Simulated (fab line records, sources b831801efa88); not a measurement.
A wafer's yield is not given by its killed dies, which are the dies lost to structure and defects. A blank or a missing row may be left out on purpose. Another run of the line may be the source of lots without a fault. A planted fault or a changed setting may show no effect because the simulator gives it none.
Chamber matching | flow gf180mcu | GF_PASSIVATION_CVD_02 on pecvd-01: 3 sister chambers
The step deposits Si3N4, target thk 700 nm, time 486.18 s. 18 wafers are shown with their chamber, then 9 later ones without.

## EACH WAFER AND ITS CHAMBER
wafer  | chamber | heater-power-outer-w (W) | heater-power-w (W)
L074.1 | 1       | 435                      | 729
L074.3 | 2       | 365                      | 676
L074.5 | 1       | 460                      | 759
L075.2 | 1       | 439                      | 728
L075.3 | 0       | 407                      | 709
L075.5 | 1       | 453                      | 751
L077.4 | 0       | 373                      | 655
L077.5 | 1       | 456                      | 763
L077.6 | 2       | 460                      | 804
L082.3 | 0       | 387                      | 685
L082.5 | 0       | 416                      | 704
L082.6 | 2       | 363                      | 654
L084.1 | 1       | 414                      | 692
L084.5 | 0       | 437                      | 752
L084.6 | 2       | 454                      | 768
L089.2 | 1       | 424                      | 729
L089.4 | 1       | 456                      | 736
L089.6 | 0       | 432                      | 713

SIGNATURES (means of the wafers above)
reading              | chamber 0 | chamber 1 | chamber 2 | scatter within a chamber
heater-power-outer-w | 408.67    | 442.12    | 410.50    | 30.4
heater-power-w       | 703.00    | 735.88    | 725.50    | 40.2
Rule: a wafer's distance from a chamber is the root of the sum, over the readings, of the square of ((its reading less the chamber's mean) divided by the reading's scatter). If the next closest chamber is less than 2 further off than the closest, the wafer can't be placed; otherwise it belongs to the closest. The scatter: the root of (the sum of the squares of (reading less its chamber's mean) over the shown wafers, divided by (wafers less chambers)).

## WAFERS WITH NO CHAMBER GIVEN
wafer  | heater-power-outer-w (W) | heater-power-w (W)
L091.4 | 392                      | 665
L091.5 | 488                      | 829
L091.6 | 489                      | 782
L093.1 | 408                      | 733
L093.4 | 434                      | 725
L093.6 | 383                      | 672
L096.3 | 461                      | 735
L096.4 | 463                      | 797
L096.5 | 471                      | 759

## THE CHAMBER EACH PASSED THROUGH
wafer  | from the rows above          | in truth
L091.4 | can't be placed: 0 or 2 or 1 | 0
L091.5 | can't be placed: 1 or 2 or 0 | 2
L091.6 | can't be placed: 1 or 2 or 0 | 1
L093.1 | can't be placed: 2 or 0 or 1 | 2
L093.4 | can't be placed: 1 or 2 or 0 | 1
L093.6 | can't be placed: 0 or 2 or 1 | 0
L096.3 | can't be placed: 1 or 2 or 0 | 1
L096.4 | can't be placed: 1 or 2 or 0 | 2
L096.5 | can't be placed: 1 or 2 or 0 | 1
Correct placement for 0 of the 9. These rows do not allow placing 9 (true chamber among the candidates in 9). 0 placed wrongly.
